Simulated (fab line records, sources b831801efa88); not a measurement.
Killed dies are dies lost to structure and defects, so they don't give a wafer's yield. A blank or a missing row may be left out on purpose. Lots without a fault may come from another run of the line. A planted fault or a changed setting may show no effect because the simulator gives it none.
Which tool did it? | flow gf180mcu | 13 lots, 39 wafers sampled, at 5 steps of a route of 602

WHAT THE GAUGES READ, wafer by wafer
GF_HV_LDD_TW_MEAS_11.
lot  | measured     | on            | HV_LDD_TW
L862 | day 10 07:44 | film_metro-03 | 2373 2388 2393
L864 | day 10 18:30 | film_metro-01 | 2384 2392 2383
L866 | day 11 10:33 | film_metro-04 | 2441 2440 2453
L867 | day 12 00:46 | film_metro-04 | 2460 2444 2442
L871 | day 13 11:19 | film_metro-04 | 2460 2458 2446
L878 | day 15 09:55 | film_metro-01 | 2379 2382 2398
L877 | day 15 11:10 | film_metro-01 | 2389 2392 2378
L879 | day 15 14:31 | film_metro-01 | 2395 2390 2369
L880 | day 16 01:35 | film_metro-04 | 2469 2451 2458
L881 | day 16 01:38 | film_metro-01 | 2379 2373 2382
L882 | day 16 15:29 | film_metro-01 | 2382 2377 2376
L883 | day 16 23:09 | film_metro-04 | 2449 2448 2463
L884 | day 17 00:32 | film_metro-03 | 2384 2400 2380

GF_HV_LDD_TW_MEAS_50.
lot  | measured     | on            | HV_LDD_4_TW
L862 | day 12 17:11 | film_metro-04 | 582 579 576
L864 | day 13 05:16 | film_metro-01 | 566 565 563
L866 | day 13 22:10 | film_metro-03 | 560 560 560
L867 | day 14 14:31 | film_metro-03 | 564 560 559
L871 | day 16 03:47 | film_metro-01 | 562 562 564
L878 | day 18 08:33 | film_metro-04 | 581 581 581
L877 | day 18 08:47 | film_metro-01 | 564 561 565
L879 | day 18 12:26 | film_metro-04 | 580 578 578
L880 | day 18 23:08 | film_metro-01 | 565 567 566
L881 | day 18 23:34 | film_metro-04 | 580 575 576
L882 | day 19 15:29 | film_metro-04 | 576 578 578
L883 | day 19 23:27 | film_metro-04 | 577 576 578
L884 | day 20 00:50 | film_metro-04 | 581 580 580

GF_SAB_THK_MEAS_01.
lot  | measured     | on            | SAB_CVD_00_THK (nm)
L862 | day 14 16:43 | film_metro-04 | 48.5 49.0 49.8
L864 | day 15 02:25 | film_metro-03 | 50.8 50.7 50.1
L866 | day 15 21:31 | film_metro-04 | 50.9 50.7 50.7
L867 | day 16 14:25 | film_metro-03 | 50.1 50.4 49.8
L871 | day 18 05:41 | film_metro-03 | 49.3 50.3 21.8
L878 | day 20 12:22 | film_metro-04 | 51.2 51.3 50.8
L877 | day 20 15:40 | film_metro-02 | 49.3 48.7 50.2
L879 | day 20 15:52 | film_metro-02 | 49.7 51.0 50.1
L880 | day 21 04:34 | film_metro-03 | 49.4 50.8 50.3
L881 | day 21 05:50 | film_metro-04 | 50.2 51.0 51.0
L882 | day 21 19:31 | film_metro-02 | 50.4 50.6 51.5
L883 | day 22 03:22 | film_metro-03 | 49.2 49.7 50.1
L884 | day 22 04:35 | film_metro-02 | 49.1 49.3 49.6

GF_CONTACT_BOW_MEAS_05.
lot  | measured     | on            | CONTACT_BOW (um)
L862 | day 15 15:06 | film_metro-03 | 63 66 64
L864 | day 16 01:14 | film_metro-01 | 58 61 67
L866 | day 16 22:15 | film_metro-01 | 61 68 73
L867 | day 17 14:38 | film_metro-01 | 66 57 65
L871 | day 19 07:15 | film_metro-01 | 73 76 77
L878 | day 21 13:34 | film_metro-01 | 54 62 71
L877 | day 21 17:10 | film_metro-04 | 62 48 69
L879 | day 21 17:49 | film_metro-04 | 63 64 65
L880 | day 22 05:24 | film_metro-04 | 69 63 69
L881 | day 22 05:55 | film_metro-04 | 61 74 73
L882 | day 22 20:34 | film_metro-03 | 66 66 51
L883 | day 23 03:34 | film_metro-01 | 58 68 61
L884 | day 23 04:43 | film_metro-03 | 64 68 52

WHICH TOOL RAN EACH LOT (tool, then ch and the chambers of the sampled wafers, then the start)
lot  | GF_SAB_CVD_00
L862 | pecvd-04 ch 0,1, day 14 16:41
L864 | pecvd-03 ch 0,1,2, day 15 02:22
L866 | pecvd-03 ch 0,1,2, day 15 21:29
L867 | pecvd-03 ch 0,1,2, day 16 14:22
L871 | pecvd-04 ch 0,1, day 18 05:40
L878 | pecvd-03 ch 0,1,2, day 20 12:20
L877 | pecvd-01 ch 0,1, day 20 15:39
L879 | pecvd-04 ch 0,2, day 20 15:49
L880 | pecvd-04 ch 0,2, day 21 04:33
L881 | pecvd-03 ch 0,1, day 21 05:49
L882 | pecvd-03 ch 0,1,2, day 21 19:29
L883 | pecvd-04 ch 1,2, day 22 03:19
L884 | pecvd-01 ch 1,2, day 22 04:24
- GF_SAB_CVD_00: deposits SiO2 from TEOS, target thk 50 nm, time 4.9302 s.

WHAT THE TOOLS THEMSELVES READ (means of the sampled wafers that have a number; where no wafer has one, the mark that the record gives instead)
GF_SAB_CVD_00.
lot  | tool     | heater_power_w (W)
L862 | pecvd-04 | 611
L864 | pecvd-03 | 727
L866 | pecvd-03 | 714
L867 | pecvd-03 | 715
L871 | pecvd-04 | 651
L878 | pecvd-03 | 683
L877 | pecvd-01 | 628
L879 | pecvd-04 | 639
L880 | pecvd-04 | 667
L881 | pecvd-03 | 788
L882 | pecvd-03 | 741
L883 | pecvd-04 | 663
L884 | pecvd-01 | 643

THE ANSWER, worked out from the rows above alone
Rule: what is usual is taken from the lots themselves. Put in order of their means at a reading, lots are off if they are a third of the lots or fewer, leave a main group of 4 or more, and stand apart from it by a gap of 3 or more times the standard deviation of the main group's means; of several such gaps the widest counts. A main group whose means are all the same, to the digits that the tables above print for the reading, isn't used. A lot without any number at a reading at which 4 lots or more have one is off too. The other lots that the step has rows for count as sound. The gauges are gone through in route order, then the tools' own readings, and for those a lot's mean is taken as printed above. The first step at which some lot is off is used, and at that step the reading that is off furthest; a lot without a number counts as furthest.
Off: L871, at GF_SAB_THK_MEAS_01 (SAB_CVD_00_THK). The main group: mean 50.2 nm, standard deviation 0.63.
A tool fits if, at a process step before that reading, it ran every lot that is off, and no sound lot after the first of them. The gauges at GF_SAB_THK_MEAS_01 are tried like those tools. None of those tried fits.

WHAT THE SIMULATOR HAD PUT IN
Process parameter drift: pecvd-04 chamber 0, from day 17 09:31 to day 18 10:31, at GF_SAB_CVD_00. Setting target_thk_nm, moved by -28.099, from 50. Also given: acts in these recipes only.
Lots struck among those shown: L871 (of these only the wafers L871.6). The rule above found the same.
